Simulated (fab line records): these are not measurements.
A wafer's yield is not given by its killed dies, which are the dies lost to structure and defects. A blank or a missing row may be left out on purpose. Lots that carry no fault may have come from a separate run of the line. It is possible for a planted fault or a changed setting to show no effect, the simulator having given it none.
What tool caused it? + flow gf180mcu + 72 wafers from 24 lots sampled at 6 of the route's 602 steps

== WHAT THE GAUGES SHOWED, per wafer ==
GF_V5_THK_MEAS_01. Usual: V5_CVD_00_THK 300 nm, standard deviation 3.6.
| lot  | measured     | on           | V5_CVD_00_THK (nm) | flag |
|------|--------------|--------------|--------------------|------|
| L074 | day 26 21:59 | filmMetro-04 | 299 298 298        |      |
| L075 | day 26 23:01 | filmMetro-01 | 302 298 301        |      |
| L076 | day 27 04:20 | filmMetro-04 | 302 303 302        |      |
| L077 | day 27 08:29 | filmMetro-03 | 306 302 301        |      |
| L078 | day 27 15:01 | filmMetro-03 | 302 304 301        |      |
| L079 | day 28 09:21 | filmMetro-03 | 297 298 303        |      |
| L080 | day 28 18:14 | filmMetro-03 | 296 299 296        |      |
| L081 | day 28 19:08 | filmMetro-03 | 299 297 295        |      |
| L082 | day 28 20:28 | filmMetro-04 | 298 296 300        |      |
| L083 | day 29 07:38 | filmMetro-03 | 297 298 290        |      |
| L084 | day 29 22:31 | filmMetro-01 | 306 303 301        |      |
| L085 | day 30 06:22 | filmMetro-04 | 298 296 303        |      |
| L086 | day 30 07:52 | filmMetro-03 | 307 307 307        |      |
| L087 | day 30 11:11 | filmMetro-01 | 294 298 299        |      |
| L088 | day 30 14:49 | filmMetro-03 | 301 301 297        |      |
| L090 | day 31 12:35 | filmMetro-01 | 302 301 300        |      |
| L089 | day 31 12:55 | filmMetro-01 | 302 305 305        |      |
| L091 | day 31 20:49 | filmMetro-04 | 292 294 297        |      |
| L092 | day 31 22:47 | filmMetro-04 | 302 300 310        |      |
| L093 | day 32 02:57 | filmMetro-03 | 301 302 300        |      |
| L094 | day 32 09:23 | filmMetro-03 | 296 302 300        |      |
| L095 | day 32 12:53 | filmMetro-01 | 299 298 297        |      |
| L096 | day 32 17:14 | filmMetro-04 | 303 302 302        |      |
| L097 | day 32 22:19 | filmMetro-01 | 300 303 301        |      |

== WHAT TOOL EACH LOT RAN ON (gives the tool, then ch and the chambers of the sampled wafers, and finally the start) ==
| lot  | GF_M3_METAL_ETCH_16              | GF_V4_SPUTTER_22            | GF_V4_CVD_23                 | GF_MIM_SPUTTER_03           | GF_M5_STRIP_11                      |
|------|----------------------------------|-----------------------------|------------------------------|-----------------------------|-------------------------------------|
| L074 | rieMetal-01 ch 0,1, day 22 01:07 | pvdSputter-04, day 25 01:52 | cvdW-02 ch 0,1, day 25 01:54 | pvdSputter-03, day 25 02:39 | plasmaAsher-03 ch 0,1, day 26 21:24 |
| L075 | rieMetal-02 ch 0,1, day 22 01:40 | pvdSputter-01, day 25 02:37 | cvdW-01 ch 0,1, day 25 02:39 | pvdSputter-03, day 25 03:25 | plasmaAsher-03 ch 0,1, day 26 22:25 |
| L076 | rieMetal-04 ch 0,1, day 22 06:42 | pvdSputter-01, day 25 07:59 | cvdW-02 ch 0,1, day 25 08:01 | pvdSputter-02, day 25 08:46 | plasmaAsher-01 ch 0,1, day 27 03:45 |
| L077 | rieMetal-04 ch 0, day 22 13:27   | pvdSputter-01, day 25 13:22 | cvdW-01 ch 0,1, day 25 13:25 | pvdSputter-04, day 25 14:10 | plasmaAsher-03 ch 0,1, day 27 07:54 |
| L078 | rieMetal-02 ch 0,1, day 22 18:42 | pvdSputter-04, day 25 18:46 | cvdW-01 ch 0,1, day 25 18:49 | pvdSputter-03, day 25 19:34 | plasmaAsher-04 ch 0,1, day 27 14:26 |
| L079 | rieMetal-01 ch 0, day 23 16:42   | pvdSputter-04, day 26 14:13 | cvdW-01 ch 0,1, day 26 14:17 | pvdSputter-02, day 26 15:00 | plasmaAsher-03 ch 0,1, day 28 08:47 |
| L080 | rieMetal-01 ch 0,1, day 24 03:25 | pvdSputter-04, day 27 00:18 | cvdW-02 ch 0,1, day 27 00:20 | pvdSputter-04, day 27 01:05 | plasmaAsher-01 ch 0,1, day 28 17:37 |
| L081 | rieMetal-02 ch 0,1, day 24 03:46 | pvdSputter-03, day 27 00:52 | cvdW-02 ch 0,1, day 27 00:54 | pvdSputter-03, day 27 01:39 | plasmaAsher-01 ch 0,1, day 28 18:32 |
| L082 | rieMetal-01 ch 0,1, day 24 06:00 | pvdSputter-04, day 27 03:06 | cvdW-01 ch 0,1, day 27 03:08 | pvdSputter-02, day 27 03:53 | plasmaAsher-03 ch 0,1, day 28 19:52 |
| L083 | rieMetal-02 ch 0,1, day 24 17:50 | pvdSputter-01, day 27 14:22 | cvdW-01 ch 0,1, day 27 14:26 | pvdSputter-04, day 27 15:09 | plasmaAsher-01 ch 0,1, day 29 07:04 |
| L084 | rieMetal-02 ch 0,1, day 25 11:36 | pvdSputter-04, day 28 06:25 | cvdW-02 ch 0,1, day 28 06:26 | pvdSputter-04, day 28 07:12 | plasmaAsher-03 ch 0,1, day 29 21:56 |
| L085 | rieMetal-04 ch 0,1, day 25 17:30 | pvdSputter-04, day 28 11:40 | cvdW-01 ch 0,1, day 28 11:41 | pvdSputter-03, day 28 15:23 | plasmaAsher-03 ch 1, day 30 05:47   |
| L086 | rieMetal-02 ch 0,1, day 25 20:45 | pvdSputter-04, day 28 15:01 | cvdW-01 ch 0,1, day 28 15:04 | pvdSputter-03, day 28 15:49 | plasmaAsher-03 ch 0,1, day 30 07:16 |
| L087 | rieMetal-01 ch 0,1, day 26 01:46 | pvdSputter-03, day 28 19:23 | cvdW-01 ch 0,1, day 28 19:26 | pvdSputter-02, day 28 20:11 | plasmaAsher-01 ch 0,1, day 30 10:36 |
| L088 | rieMetal-02 ch 0,1, day 26 06:38 | pvdSputter-01, day 28 23:21 | cvdW-01 ch 0,1, day 28 23:25 | pvdSputter-04, day 29 00:08 | plasmaAsher-03 ch 0,1, day 30 14:13 |
| L090 | rieMetal-04 ch 0,1, day 27 05:28 | pvdSputter-03, day 29 21:34 | cvdW-02 ch 0,1, day 29 21:36 | pvdSputter-04, day 29 22:21 | plasmaAsher-04 ch 0,1, day 31 11:59 |
| L089 | rieMetal-02 ch 0,1, day 27 06:36 | pvdSputter-01, day 29 22:41 | cvdW-02 ch 0, day 29 22:44   | pvdSputter-03, day 29 23:29 | plasmaAsher-03 ch 1, day 31 12:20   |
| L091 | rieMetal-04 ch 0,1, day 27 15:28 | pvdSputter-01, day 30 06:48 | cvdW-01 ch 0,1, day 30 06:50 | pvdSputter-02, day 30 07:35 | plasmaAsher-01 ch 0,1, day 31 19:53 |
| L092 | rieMetal-02 ch 0,1, day 27 18:03 | pvdSputter-03, day 30 08:50 | cvdW-02 ch 0,1, day 30 08:54 | pvdSputter-04, day 30 09:37 | plasmaAsher-01 ch 0,1, day 31 22:11 |
| L093 | rieMetal-04 ch 0,1, day 27 23:26 | pvdSputter-01, day 30 13:58 | cvdW-02 ch 0,1, day 30 14:01 | pvdSputter-03, day 30 14:46 | plasmaAsher-04 ch 0,1, day 32 02:22 |
| L094 | rieMetal-04 ch 0,1, day 28 07:27 | pvdSputter-04, day 30 21:09 | cvdW-01 ch 0,1, day 30 21:11 | pvdSputter-02, day 30 21:56 | plasmaAsher-04 ch 0,1, day 32 08:48 |
| L095 | rieMetal-04 ch 0,1, day 28 12:18 | pvdSputter-03, day 30 23:55 | cvdW-01 ch 0,1, day 30 23:57 | pvdSputter-04, day 31 00:42 | plasmaAsher-04 ch 0,1, day 32 12:19 |
| L096 | rieMetal-01 ch 0,1, day 28 15:30 | pvdSputter-01, day 31 05:11 | cvdW-01 ch 0,1, day 31 05:14 | pvdSputter-02, day 31 05:59 | plasmaAsher-04 ch 0, day 32 16:40   |
| L097 | rieMetal-04 ch 0,1, day 28 21:59 | pvdSputter-03, day 31 10:37 | cvdW-01 ch 0,1, day 31 10:39 | pvdSputter-04, day 31 11:24 | plasmaAsher-01 ch 0,1, day 32 21:45 |
- GF_M3_METAL_ETCH_16: etches the open film in Cl2/BCl3, stops on SiO2, target depth 627.5 nm, time 104.6 s.
- GF_V4_SPUTTER_22: material TiN, target thk 10 nm, time 40 s.
- GF_V4_CVD_23: deposits W, target thk 350 nm, time 104.9 s.
- GF_MIM_SPUTTER_03: material Ti, target thk 10 nm, time 6.7 s.
- GF_M5_STRIP_11: strips in O2/N2.

== AS READ BY THE TOOLS THEMSELVES (means over the sampled wafers that have a number; for cases with no such wafer, the mark the record gives instead) ==
GF_M3_METAL_ETCH_16. Usual: biasW 140.0 W, standard deviation 0.42; chamberPressureMTorr 7.999 mTorr, standard deviation 0.0081; drypumpMotorCurrentA 5.7 A, standard deviation 0.41; oesProductAu 0.971 a.u., standard deviation 0.0061; rfFwdPowerW 795 W, standard deviation 3; throttleValvePct 28.250 %, standard deviation 0.0096.
| lot  | tool        | biasW (W) | chamberPressureMTorr (mTorr) | drypumpMotorCurrentA (A) | oesProductAu (a.u.) | rfFwdPowerW (W) | throttleValvePct (%) | flag |
|------|-------------|-----------|------------------------------|--------------------------|---------------------|-----------------|----------------------|------|
| L074 | rieMetal-01 | 140.1     | 8.000                        | 6.0                      | 0.973               | 795             | 28.246               |      |
| L075 | rieMetal-02 | 140.1     | 7.999                        | 5.8                      | 0.975               | 792             | 28.255               |      |
| L076 | rieMetal-04 | 140.2     | 8.001                        | 5.6                      | 0.973               | 795             | 28.256               |      |
| L077 | rieMetal-04 | 140.2     | 7.996                        | 6.0                      | 0.970               | 795             | 28.253               |      |
| L078 | rieMetal-02 | 139.3     | 7.997                        | 5.7                      | 0.971               | 796             | 28.251               |      |
| L079 | rieMetal-01 | 139.8     | 8.001                        | 6.0                      | 0.973               | 794             | 28.242               |      |
| L080 | rieMetal-01 | 139.7     | 8.001                        | 6.0                      | 0.973               | 795             | 28.253               |      |
| L081 | rieMetal-02 | 140.5     | 7.999                        | 5.8                      | 0.970               | 792             | 28.258               |      |
| L082 | rieMetal-01 | 140.0     | 8.005                        | 6.0                      | 0.971               | 795             | 28.256               |      |
| L083 | rieMetal-02 | 140.3     | 7.990                        | 5.8                      | 0.968               | 793             | 28.253               |      |
| L084 | rieMetal-02 | 140.3     | 7.998                        | 5.7                      | 0.969               | 794             | 28.242               |      |
| L085 | rieMetal-04 | 140.2     | 8.003                        | 5.6                      | 0.970               | 795             | 28.251               |      |
| L086 | rieMetal-02 | 140.1     | 8.000                        | 5.7                      | 0.968               | 797             | 28.245               |      |
| L087 | rieMetal-01 | 140.3     | 7.997                        | 6.0                      | 0.969               | 796             | 28.239               |      |
| L088 | rieMetal-02 | 139.8     | 7.994                        | 5.7                      | 0.964               | 795             | 28.246               |      |
| L090 | rieMetal-04 | 139.7     | 7.998                        | 5.2                      | 0.978               | 797             | 28.244               |      |
| L089 | rieMetal-02 | 139.6     | 7.996                        | 5.8                      | 0.970               | 794             | 28.254               |      |
| L091 | rieMetal-04 | 140.1     | 7.996                        | 5.2                      | 0.963               | 798             | 28.253               |      |
| L092 | rieMetal-02 | 140.1     | 8.008                        | 5.7                      | 0.971               | 797             | 28.244               |      |
| L093 | rieMetal-04 | 139.5     | 7.981                        | 5.6                      | 0.968               | 795             | 28.253               |      |
| L094 | rieMetal-04 | 140.4     | 7.994                        | 5.2                      | 0.974               | 795             | 28.253               |      |
| L095 | rieMetal-04 | 140.0     | 8.008                        | 5.6                      | 0.967               | 797             | 28.253               |      |
| L096 | rieMetal-01 | 140.2     | 8.002                        | 6.0                      | 0.972               | 795             | 28.249               |      |
| L097 | rieMetal-04 | 140.0     | 7.999                        | 5.6                      | 0.976               | 796             | 28.247               |      |

GF_V4_SPUTTER_22. Usual: cathodeDcPowerW 4000.0 W, standard deviation 0.68; throttleValvePct 30.3 %, standard deviation 0.84.
| lot  | tool          | cathodeDcPowerW (W) | throttleValvePct (%) | flag |
|------|---------------|---------------------|----------------------|------|
| L074 | pvdSputter-04 | 3999.9              | 30.0                 |      |
| L075 | pvdSputter-01 | 3999.1              | 30.4                 |      |
| L076 | pvdSputter-01 | 4000.1              | 30.5                 |      |
| L077 | pvdSputter-01 | 4000.2              | 30.8                 |      |
| L078 | pvdSputter-04 | 4000.3              | 29.3                 |      |
| L079 | pvdSputter-04 | 4000.4              | 30.6                 |      |
| L080 | pvdSputter-04 | 4000.3              | 29.5                 |      |
| L081 | pvdSputter-03 | 4000.5              | 30.1                 |      |
| L082 | pvdSputter-04 | 4000.0              | 30.4                 |      |
| L083 | pvdSputter-01 | 3999.8              | 30.7                 |      |
| L084 | pvdSputter-04 | 4000.3              | 30.0                 |      |
| L085 | pvdSputter-04 | 3999.9              | 29.2                 |      |
| L086 | pvdSputter-04 | 3999.9              | 30.2                 |      |
| L087 | pvdSputter-03 | 4000.0              | 29.4                 |      |
| L088 | pvdSputter-01 | 4000.0              | 30.8                 |      |
| L090 | pvdSputter-03 | 3999.9              | 29.5                 |      |
| L089 | pvdSputter-01 | 4000.2              | 31.0                 |      |
| L091 | pvdSputter-01 | 4000.0              | 31.4                 |      |
| L092 | pvdSputter-03 | 3999.7              | 30.0                 |      |
| L093 | pvdSputter-01 | 3999.9              | 31.2                 |      |
| L094 | pvdSputter-04 | 3999.7              | 30.5                 |      |
| L095 | pvdSputter-03 | 4000.1              | 29.6                 |      |
| L096 | pvdSputter-01 | 3999.9              | 30.5                 |      |
| L097 | pvdSputter-03 | 3999.6              | 29.7                 |      |

GF_V4_CVD_23. Usual: heaterPowerW 785 W, standard deviation 41.
| lot  | tool    | heaterPowerW (W) | flag |
|------|---------|------------------|------|
| L074 | cvdW-02 | 777              |      |
| L075 | cvdW-01 | 797              |      |
| L076 | cvdW-02 | 777              |      |
| L077 | cvdW-01 | 801              |      |
| L078 | cvdW-01 | 804              |      |
| L079 | cvdW-01 | 802              |      |
| L080 | cvdW-02 | 782              |      |
| L081 | cvdW-02 | 762              |      |
| L082 | cvdW-01 | 760              |      |
| L083 | cvdW-01 | 767              |      |
| L084 | cvdW-02 | 789              |      |
| L085 | cvdW-01 | 773              |      |
| L086 | cvdW-01 | 790              |      |
| L087 | cvdW-01 | 763              |      |
| L088 | cvdW-01 | 802              |      |
| L090 | cvdW-02 | 795              |      |
| L089 | cvdW-02 | 798              |      |
| L091 | cvdW-01 | 804              |      |
| L092 | cvdW-02 | 789              |      |
| L093 | cvdW-02 | 794              |      |
| L094 | cvdW-01 | 816              |      |
| L095 | cvdW-01 | 776              |      |
| L096 | cvdW-01 | 769              |      |
| L097 | cvdW-01 | 776              |      |

GF_MIM_SPUTTER_03. Usual: cathodeDcPowerW 2999.9 W, standard deviation 0.54; throttleValvePct 30.0 %, standard deviation 0.85.
| lot  | tool          | cathodeDcPowerW (W) | throttleValvePct (%) | flag |
|------|---------------|---------------------|----------------------|------|
| L074 | pvdSputter-03 | 2999.7              | 29.9                 |      |
| L075 | pvdSputter-03 | 2999.9              | 30.0                 |      |
| L076 | pvdSputter-02 | 3000.1              | 28.9                 |      |
| L077 | pvdSputter-04 | 3000.6              | 30.0                 |      |
| L078 | pvdSputter-03 | 3000.3              | 29.9                 |      |
| L079 | pvdSputter-02 | 2999.6              | 29.3                 |      |
| L080 | pvdSputter-04 | 3000.1              | 30.1                 |      |
| L081 | pvdSputter-03 | 3000.0              | 30.1                 |      |
| L082 | pvdSputter-02 | 2999.9              | 29.6                 |      |
| L083 | pvdSputter-04 | 3000.2              | 30.1                 |      |
| L084 | pvdSputter-04 | 2999.7              | 30.1                 |      |
| L085 | pvdSputter-03 | 2999.8              | 29.9                 |      |
| L086 | pvdSputter-03 | 3000.3              | 30.2                 |      |
| L087 | pvdSputter-02 | 3000.5              | 29.6                 |      |
| L088 | pvdSputter-04 | 3000.2              | 30.5                 |      |
| L090 | pvdSputter-04 | 3000.2              | 29.9                 |      |
| L089 | pvdSputter-03 | 2999.9              | 29.7                 |      |
| L091 | pvdSputter-02 | 2999.9              | 29.0                 |      |
| L092 | pvdSputter-04 | 2999.7              | 31.0                 |      |
| L093 | pvdSputter-03 | 2999.8              | 30.1                 |      |
| L094 | pvdSputter-02 | 2999.5              | 30.2                 |      |
| L095 | pvdSputter-04 | 3000.3              | 30.1                 |      |
| L096 | pvdSputter-02 | 2999.6              | 29.8                 |      |
| L097 | pvdSputter-04 | 3000.1              | 29.7                 |      |

GF_M5_STRIP_11. Usual: chamberPressureMTorr 1500.0 mTorr, standard deviation 1.2; drypumpMotorCurrentA 5.6 A, standard deviation 0.36; heaterPowerW 349 W, standard deviation 24; oesProductAu 0.542 a.u., standard deviation 0.005; stripTimeToEndpointS 7.50 s, standard deviation 0.046.
| lot  | tool           | chamberPressureMTorr (mTorr) | drypumpMotorCurrentA (A) | heaterPowerW (W) | oesProductAu (a.u.) | stripTimeToEndpointS (s) | flag |
|------|----------------|------------------------------|--------------------------|------------------|---------------------|--------------------------|------|
| L074 | plasmaAsher-03 | 1501.1                       | 5.7                      | 359              | 0.542               | 7.57                     |      |
| L075 | plasmaAsher-03 | 1499.9                       | 5.7                      | 362              | 0.540               | 7.46                     |      |
| L076 | plasmaAsher-01 | 1500.8                       | 5.2                      | 338              | 0.538               | 7.44                     |      |
| L077 | plasmaAsher-03 | 1499.9                       | 5.6                      | 373              | 0.541               | 7.52                     |      |
| L078 | plasmaAsher-04 | 1500.3                       | 5.8                      | 335              | 0.538               | 7.42                     |      |
| L079 | plasmaAsher-03 | 1499.0                       | 5.6                      | 359              | 0.541               | 7.52                     |      |
| L080 | plasmaAsher-01 | 1500.5                       | 5.2                      | 339              | 0.545               | 7.52                     |      |
| L081 | plasmaAsher-01 | 1499.4                       | 5.5                      | 340              | 0.544               | 7.55                     |      |
| L082 | plasmaAsher-03 | 1500.3                       | 5.7                      | 362              | 0.546               | 7.54                     |      |
| L083 | plasmaAsher-01 | 1500.8                       | 5.2                      | 343              | 0.544               | 7.55                     |      |
| L084 | plasmaAsher-03 | 1500.4                       | 5.6                      | 361              | 0.544               | 7.49                     |      |
| L085 | plasmaAsher-03 | 1500.5                       | 5.7                      | 351              | 0.538               | 7.48                     |      |
| L086 | plasmaAsher-03 | 1498.9                       | 5.7                      | 364              | 0.541               | 7.53                     |      |
| L087 | plasmaAsher-01 | 1499.0                       | 5.2                      | 336              | 0.537               | 7.50                     |      |
| L088 | plasmaAsher-03 | 1499.4                       | 5.6                      | 372              | 0.539               | 7.51                     |      |
| L090 | plasmaAsher-04 | 1500.6                       | 5.8                      | 331              | 0.546               | 7.52                     |      |
| L089 | plasmaAsher-03 | 1500.7                       | 5.7                      | 348              | 0.546               | 7.52                     |      |
| L091 | plasmaAsher-01 | 1500.4                       | 5.2                      | 342              | 0.534               | 7.41                     |      |
| L092 | plasmaAsher-01 | 1500.3                       | 5.5                      | 338              | 0.546               | 7.54                     |      |
| L093 | plasmaAsher-04 | 1499.8                       | 5.7                      | 316              | 0.543               | 7.46                     |      |
| L094 | plasmaAsher-04 | 1501.4                       | 5.8                      | 330              | 0.545               | 7.48                     |      |
| L095 | plasmaAsher-04 | 1500.6                       | 5.8                      | 332              | 0.540               | 7.49                     |      |
| L096 | plasmaAsher-04 | 1500.1                       | 5.8                      | 343              | 0.540               | 7.49                     |      |
| L097 | plasmaAsher-01 | 1500.1                       | 5.5                      | 347              | 0.544               | 7.48                     |      |

== THE ANSWER, worked out from the rows above alone ==
Rule: a lot counts as off when the mean over its wafers that have a number is more than 3 standard deviations away from the usual mean. Also off: a lot with no number at a reading for which 4 or more lots have one. Where the step has rows for the other lots, those lots are counted as sound. The gauges are gone through in route order, then the tools' own readings, and for those a lot's mean is taken as printed above. The first step at which some lot is off is used, and at that step the reading that is off furthest; a lot without a number counts as furthest.
No lot is off on any of the readings shown, so nothing can be concluded from this.

== WHAT THE SIMULATOR HAD PUT IN ==
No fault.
